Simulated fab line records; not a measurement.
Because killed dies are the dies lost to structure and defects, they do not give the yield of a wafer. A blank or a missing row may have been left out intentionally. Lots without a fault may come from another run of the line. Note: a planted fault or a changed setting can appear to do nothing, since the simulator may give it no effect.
Which tool was responsible? || flow gf180mcu || 11 lots with 33 wafers sampled at 5 steps, on a route of 602 steps

## WHAT EACH GAUGE READ, for each wafer
GF_NWELL_TW_MEAS_11. Usual: for NWELL_TW the level is 1590 and the standard deviation is 8.8.
{"lot": "L509", "measured": "day 3 06:54", "on": "film metro-02", "NWELL_TW": "1581 1575 1575", "flag": ""}
{"lot": "L512", "measured": "day 4 03:48", "on": "film metro-02", "NWELL_TW": "1582 1576 1588", "flag": ""}
{"lot": "L517", "measured": "day 5 06:50", "on": "film metro-02", "NWELL_TW": "1576 1582 1593", "flag": ""}
{"lot": "L518", "measured": "day 5 12:48", "on": "film metro-03", "NWELL_TW": "1579 1579 1585", "flag": ""}
{"lot": "L523", "measured": "day 6 12:44", "on": "film metro-01", "NWELL_TW": "1593 1603 1599", "flag": ""}
{"lot": "L524", "measured": "day 6 17:07", "on": "film metro-03", "NWELL_TW": "1599 1588 1595", "flag": ""}
{"lot": "L527", "measured": "day 7 10:23", "on": "film metro-01", "NWELL_TW": "1595 1607 1606", "flag": ""}
{"lot": "L528", "measured": "day 7 16:04", "on": "film metro-02", "NWELL_TW": "1572 1596 1585", "flag": ""}
{"lot": "L529", "measured": "day 7 22:01", "on": "film metro-03", "NWELL_TW": "1591 1593 1588", "flag": ""}
{"lot": "L530", "measured": "day 8 03:29", "on": "film metro-02", "NWELL_TW": "1584 1588 1586", "flag": ""}
{"lot": "L531", "measured": "day 8 07:18", "on": "film metro-01", "NWELL_TW": "1598 1595 1600", "flag": ""}

GF_VT_IMPLANT_TW_MEAS_32. Usual: for VT_IMPLANT_3_TW the level is 271.3 and the standard deviation is 1.5.
{"lot": "L509", "measured": "day 6 18:14", "on": "film metro-01", "VT_IMPLANT_3_TW": "271.6 271.3 271.4", "flag": ""}
{"lot": "L512", "measured": "day 7 20:36", "on": "film metro-03", "VT_IMPLANT_3_TW": "270.5 272.6 272.1", "flag": ""}
{"lot": "L517", "measured": "day 9 06:13", "on": "film metro-01", "VT_IMPLANT_3_TW": "30.3 30.3 30.3", "flag": "OFF"}
{"lot": "L518", "measured": "day 9 12:56", "on": "film metro-01", "VT_IMPLANT_3_TW": "30.3 30.3 30.3", "flag": "OFF"}
{"lot": "L523", "measured": "day 10 18:31", "on": "film metro-01", "VT_IMPLANT_3_TW": "272.4 273.6 272.2", "flag": ""}
{"lot": "L524", "measured": "day 10 23:52", "on": "film metro-03", "VT_IMPLANT_3_TW": "271.5 270.3 271.5", "flag": ""}
{"lot": "L527", "measured": "day 11 19:25", "on": "film metro-01", "VT_IMPLANT_3_TW": "272.5 272.9 271.5", "flag": ""}
{"lot": "L528", "measured": "day 12 02:26", "on": "film metro-03", "VT_IMPLANT_3_TW": "269.6 269.6 270.8", "flag": ""}
{"lot": "L529", "measured": "day 12 09:41", "on": "film metro-03", "VT_IMPLANT_3_TW": "270.9 271.6 270.1", "flag": ""}
{"lot": "L530", "measured": "day 12 17:10", "on": "film metro-01", "VT_IMPLANT_3_TW": "273.1 272.2 274.0", "flag": ""}
{"lot": "L531", "measured": "day 12 20:40", "on": "film metro-03", "VT_IMPLANT_3_TW": "268.3 270.2 269.8", "flag": ""}

## EACH LOT AND THE TOOL THAT RAN IT (in order: tool; ch and the chambers of the sampled wafers; start)
{"lot": "L509", "GF_STI_ETCH_13": "rie diel-03 ch 1,2,3, day 2 02:14", "GF_VT_IMPLANT_STRIP_20": "plasma asher-02 ch 0,1, day 6 03:36", "GF_VT_IMPLANT_STRIP_31": "plasma asher-01 ch 0,1, day 6 18:08"}
{"lot": "L512", "GF_STI_ETCH_13": "rie diel-02 ch 2,3, day 2 17:20", "GF_VT_IMPLANT_STRIP_20": "plasma asher-01 ch 0,1, day 7 05:19", "GF_VT_IMPLANT_STRIP_31": "plasma asher-04 ch 0,1, day 7 20:30"}
{"lot": "L517", "GF_STI_ETCH_13": "rie diel-02 ch 0,1, day 3 22:26", "GF_VT_IMPLANT_STRIP_20": "plasma asher-01 ch 0,1, day 8 12:36", "GF_VT_IMPLANT_STRIP_31": "plasma asher-02 ch 0,1, day 9 06:07"}
{"lot": "L518", "GF_STI_ETCH_13": "rie diel-02 ch 0,3, day 4 02:32", "GF_VT_IMPLANT_STRIP_20": "plasma asher-04 ch 0,1, day 8 20:00", "GF_VT_IMPLANT_STRIP_31": "plasma asher-04 ch 0,1, day 9 12:50"}
{"lot": "L523", "GF_STI_ETCH_13": "rie diel-02 ch 0,1,3, day 5 01:48", "GF_VT_IMPLANT_STRIP_20": "plasma asher-01 ch 0,1, day 10 00:30", "GF_VT_IMPLANT_STRIP_31": "plasma asher-04 ch 0,1, day 10 18:26"}
{"lot": "L524", "GF_STI_ETCH_13": "rie diel-01 ch 0,2,3, day 5 06:29", "GF_VT_IMPLANT_STRIP_20": "plasma asher-04 ch 0,1, day 10 05:23", "GF_VT_IMPLANT_STRIP_31": "plasma asher-04 ch 0,1, day 10 23:45"}
{"lot": "L527", "GF_STI_ETCH_13": "rie diel-02 ch 1,2,3, day 5 22:02", "GF_VT_IMPLANT_STRIP_20": "plasma asher-01 ch 0,1, day 11 00:32", "GF_VT_IMPLANT_STRIP_31": "plasma asher-04 ch 0,1, day 11 19:18"}
{"lot": "L528", "GF_STI_ETCH_13": "rie diel-03 ch 0,1, day 6 03:18", "GF_VT_IMPLANT_STRIP_20": "plasma asher-04 ch 0,1, day 11 07:12", "GF_VT_IMPLANT_STRIP_31": "plasma asher-01 ch 0,1, day 12 02:20"}
{"lot": "L529", "GF_STI_ETCH_13": "rie diel-02 ch 0,3, day 6 07:47", "GF_VT_IMPLANT_STRIP_20": "plasma asher-01 ch 0,1, day 11 14:17", "GF_VT_IMPLANT_STRIP_31": "plasma asher-04 ch 0,1, day 12 09:35"}
{"lot": "L530", "GF_STI_ETCH_13": "rie diel-02 ch 2,3, day 6 13:44", "GF_VT_IMPLANT_STRIP_20": "plasma asher-01 ch 0,1, day 11 21:03", "GF_VT_IMPLANT_STRIP_31": "plasma asher-02 ch 0,1, day 12 17:03"}
{"lot": "L531", "GF_STI_ETCH_13": "rie diel-02 ch 0,2,3, day 6 18:23", "GF_VT_IMPLANT_STRIP_20": "plasma asher-01 ch 1, day 12 00:37", "GF_VT_IMPLANT_STRIP_31": "plasma asher-01 ch 0,1, day 12 20:34"}
- GF_STI_ETCH_13: etches the open film in CHF3/O2, stops on Si, target depth 282.31 nm, time 112.9 s.
- GF_VT_IMPLANT_STRIP_20: strips in O2/N2.
- GF_VT_IMPLANT_STRIP_31: strips in O2/N2.

## WHAT THE TOOLS THEMSELVES READ (means of the sampled wafers that have a number; where no wafer has one, the mark that the record gives instead)
GF_STI_ETCH_13. Usual: chf3 flow sccm 49.98 sccm, standard deviation 0.15; drypump motor current A 5.6 A, standard deviation 0.46; oes product au 0.830 a.u., standard deviation 0.0067; throttle valve pct 8.809 %, standard deviation 0.0092.
{"lot": "L509", "tool": "rie diel-03", "chf3 flow sccm (sccm)": 50.10, "drypump motor current A (A)": 5.9, "oes product au (a.u.)": 0.825, "throttle valve pct (%)": 8.808, "flag": ""}
{"lot": "L512", "tool": "rie diel-02", "chf3 flow sccm (sccm)": 50.07, "drypump motor current A (A)": 5.3, "oes product au (a.u.)": 0.831, "throttle valve pct (%)": 8.812, "flag": ""}
{"lot": "L517", "tool": "rie diel-02", "chf3 flow sccm (sccm)": 50.03, "drypump motor current A (A)": 5.7, "oes product au (a.u.)": 0.829, "throttle valve pct (%)": 8.805, "flag": ""}
{"lot": "L518", "tool": "rie diel-02", "chf3 flow sccm (sccm)": 49.83, "drypump motor current A (A)": 5.5, "oes product au (a.u.)": 0.824, "throttle valve pct (%)": 8.808, "flag": ""}
{"lot": "L523", "tool": "rie diel-02", "chf3 flow sccm (sccm)": 49.91, "drypump motor current A (A)": 5.6, "oes product au (a.u.)": 0.830, "throttle valve pct (%)": 8.809, "flag": ""}
{"lot": "L524", "tool": "rie diel-01", "chf3 flow sccm (sccm)": 49.96, "drypump motor current A (A)": 5.5, "oes product au (a.u.)": 0.833, "throttle valve pct (%)": 8.812, "flag": ""}
{"lot": "L527", "tool": "rie diel-02", "chf3 flow sccm (sccm)": 50.01, "drypump motor current A (A)": 5.5, "oes product au (a.u.)": 0.836, "throttle valve pct (%)": 8.814, "flag": ""}
{"lot": "L528", "tool": "rie diel-03", "chf3 flow sccm (sccm)": 49.86, "drypump motor current A (A)": 5.4, "oes product au (a.u.)": 0.823, "throttle valve pct (%)": 8.809, "flag": ""}
{"lot": "L529", "tool": "rie diel-02", "chf3 flow sccm (sccm)": 50.09, "drypump motor current A (A)": 5.3, "oes product au (a.u.)": 0.827, "throttle valve pct (%)": 8.808, "flag": ""}
{"lot": "L530", "tool": "rie diel-02", "chf3 flow sccm (sccm)": 49.98, "drypump motor current A (A)": 5.3, "oes product au (a.u.)": 0.824, "throttle valve pct (%)": 8.807, "flag": ""}
{"lot": "L531", "tool": "rie diel-02", "chf3 flow sccm (sccm)": 49.98, "drypump motor current A (A)": 5.4, "oes product au (a.u.)": 0.819, "throttle valve pct (%)": 8.809, "flag": ""}

GF_VT_IMPLANT_STRIP_20. Usual: chamber pressure mTorr 1500.2 mTorr, standard deviation 1.1; drypump motor current A 6.0 A, standard deviation 0.53; heater power w 339 W, standard deviation 30; oes product au 0.716 a.u., standard deviation 0.0045; strip time to endpoint s 12.62 s, standard deviation 0.037.
{"lot": "L509", "tool": "plasma asher-02", "chamber pressure mTorr (mTorr)": 1500.3, "drypump motor current A (A)": 5.7, "heater power w (W)": 342, "oes product au (a.u.)": 0.715, "strip time to endpoint s (s)": 12.65, "flag": ""}
{"lot": "L512", "tool": "plasma asher-01", "chamber pressure mTorr (mTorr)": 1501.2, "drypump motor current A (A)": 6.5, "heater power w (W)": 337, "oes product au (a.u.)": 0.717, "strip time to endpoint s (s)": 12.62, "flag": ""}
{"lot": "L517", "tool": "plasma asher-01", "chamber pressure mTorr (mTorr)": "-", "drypump motor current A (A)": "-", "heater power w (W)": "-", "oes product au (a.u.)": "-", "strip time to endpoint s (s)": "-", "flag": "OFF"}
{"lot": "L518", "tool": "plasma asher-04", "chamber pressure mTorr (mTorr)": "-", "drypump motor current A (A)": "-", "heater power w (W)": "-", "oes product au (a.u.)": "-", "strip time to endpoint s (s)": "-", "flag": "OFF"}
{"lot": "L523", "tool": "plasma asher-01", "chamber pressure mTorr (mTorr)": 1500.2, "drypump motor current A (A)": 6.0, "heater power w (W)": 315, "oes product au (a.u.)": 0.715, "strip time to endpoint s (s)": 12.68, "flag": ""}
{"lot": "L524", "tool": "plasma asher-04", "chamber pressure mTorr (mTorr)": 1500.1, "drypump motor current A (A)": 6.0, "heater power w (W)": 354, "oes product au (a.u.)": 0.710, "strip time to endpoint s (s)": 12.60, "flag": ""}
{"lot": "L527", "tool": "plasma asher-01", "chamber pressure mTorr (mTorr)": 1500.4, "drypump motor current A (A)": 6.5, "heater power w (W)": 336, "oes product au (a.u.)": 0.719, "strip time to endpoint s (s)": 12.62, "flag": ""}
{"lot": "L528", "tool": "plasma asher-04", "chamber pressure mTorr (mTorr)": 1501.6, "drypump motor current A (A)": 6.1, "heater power w (W)": 360, "oes product au (a.u.)": 0.713, "strip time to endpoint s (s)": 12.62, "flag": ""}
{"lot": "L529", "tool": "plasma asher-01", "chamber pressure mTorr (mTorr)": 1499.4, "drypump motor current A (A)": 6.4, "heater power w (W)": 335, "oes product au (a.u.)": 0.716, "strip time to endpoint s (s)": 12.58, "flag": ""}
{"lot": "L530", "tool": "plasma asher-01", "chamber pressure mTorr (mTorr)": 1500.4, "drypump motor current A (A)": 6.1, "heater power w (W)": 311, "oes product au (a.u.)": 0.714, "strip time to endpoint s (s)": 12.61, "flag": ""}
{"lot": "L531", "tool": "plasma asher-01", "chamber pressure mTorr (mTorr)": 1499.5, "drypump motor current A (A)": 5.7, "heater power w (W)": 292, "oes product au (a.u.)": 0.716, "strip time to endpoint s (s)": 12.60, "flag": ""}

GF_VT_IMPLANT_STRIP_31. Usual: chamber pressure mTorr 1500.3 mTorr, standard deviation 1.4; drypump motor current A 6.0 A, standard deviation 0.5; heater power w 345 W, standard deviation 27; oes product au 0.716 a.u., standard deviation 0.0047; strip time to endpoint s 12.62 s, standard deviation 0.04.
{"lot": "L509", "tool": "plasma asher-01", "chamber pressure mTorr (mTorr)": 1500.8, "drypump motor current A (A)": 6.4, "heater power w (W)": 332, "oes product au (a.u.)": 0.716, "strip time to endpoint s (s)": 12.62, "flag": ""}
{"lot": "L512", "tool": "plasma asher-04", "chamber pressure mTorr (mTorr)": 1500.2, "drypump motor current A (A)": 5.8, "heater power w (W)": 351, "oes product au (a.u.)": 0.720, "strip time to endpoint s (s)": 12.59, "flag": ""}
{"lot": "L517", "tool": "plasma asher-02", "chamber pressure mTorr (mTorr)": 1501.0, "drypump motor current A (A)": 5.7, "heater power w (W)": 340, "oes product au (a.u.)": 0.718, "strip time to endpoint s (s)": 27.60, "flag": "OFF"}
{"lot": "L518", "tool": "plasma asher-04", "chamber pressure mTorr (mTorr)": 1499.9, "drypump motor current A (A)": 6.1, "heater power w (W)": 356, "oes product au (a.u.)": 0.723, "strip time to endpoint s (s)": 27.51, "flag": "OFF"}
{"lot": "L523", "tool": "plasma asher-04", "chamber pressure mTorr (mTorr)": 1499.0, "drypump motor current A (A)": 5.8, "heater power w (W)": 355, "oes product au (a.u.)": 0.711, "strip time to endpoint s (s)": 12.67, "flag": ""}
{"lot": "L524", "tool": "plasma asher-04", "chamber pressure mTorr (mTorr)": 1500.9, "drypump motor current A (A)": 5.8, "heater power w (W)": 359, "oes product au (a.u.)": 0.713, "strip time to endpoint s (s)": 12.61, "flag": ""}
{"lot": "L527", "tool": "plasma asher-04", "chamber pressure mTorr (mTorr)": 1498.6, "drypump motor current A (A)": 6.1, "heater power w (W)": 359, "oes product au (a.u.)": 0.713, "strip time to endpoint s (s)": 12.66, "flag": ""}
{"lot": "L528", "tool": "plasma asher-01", "chamber pressure mTorr (mTorr)": 1500.7, "drypump motor current A (A)": 6.1, "heater power w (W)": 312, "oes product au (a.u.)": 0.716, "strip time to endpoint s (s)": 12.57, "flag": ""}
{"lot": "L529", "tool": "plasma asher-04", "chamber pressure mTorr (mTorr)": 1500.9, "drypump motor current A (A)": 6.0, "heater power w (W)": 357, "oes product au (a.u.)": 0.715, "strip time to endpoint s (s)": 12.63, "flag": ""}
{"lot": "L530", "tool": "plasma asher-02", "chamber pressure mTorr (mTorr)": 1501.7, "drypump motor current A (A)": 5.5, "heater power w (W)": 358, "oes product au (a.u.)": 0.716, "strip time to endpoint s (s)": 12.58, "flag": ""}
{"lot": "L531", "tool": "plasma asher-01", "chamber pressure mTorr (mTorr)": 1499.7, "drypump motor current A (A)": 6.4, "heater power w (W)": 334, "oes product au (a.u.)": 0.718, "strip time to endpoint s (s)": 12.55, "flag": ""}

## THE ANSWER, worked out from the rows above alone
Rule: lot off if the mean of its wafers having a number is beyond 3 standard deviations from the usual mean. A lot without any number at a reading at which 4 lots or more have one is off too. Any other lot the step has rows for is counted as sound. First the gauges in route order, then the tools' own readings, where a lot's mean is used as printed above. At the first step where some lot is off, the reading lying furthest off is the one used; lots without a number count as furthest.
Off: L517, L518, seen at GF_VT_IMPLANT_TW_MEAS_32 (VT_IMPLANT_3_TW).
If a tool, at a process step before that reading, ran all the lots that are off and no sound lot after the first of them, it fits. The gauges at GF_VT_IMPLANT_TW_MEAS_32 aren't tried: what is off there is off at GF_VT_IMPLANT_STRIP_20 too, on other tools, and a gauge's error can't cause that. Of those tried, none fits.

## WHAT THE SIMULATOR HAD INSERTED
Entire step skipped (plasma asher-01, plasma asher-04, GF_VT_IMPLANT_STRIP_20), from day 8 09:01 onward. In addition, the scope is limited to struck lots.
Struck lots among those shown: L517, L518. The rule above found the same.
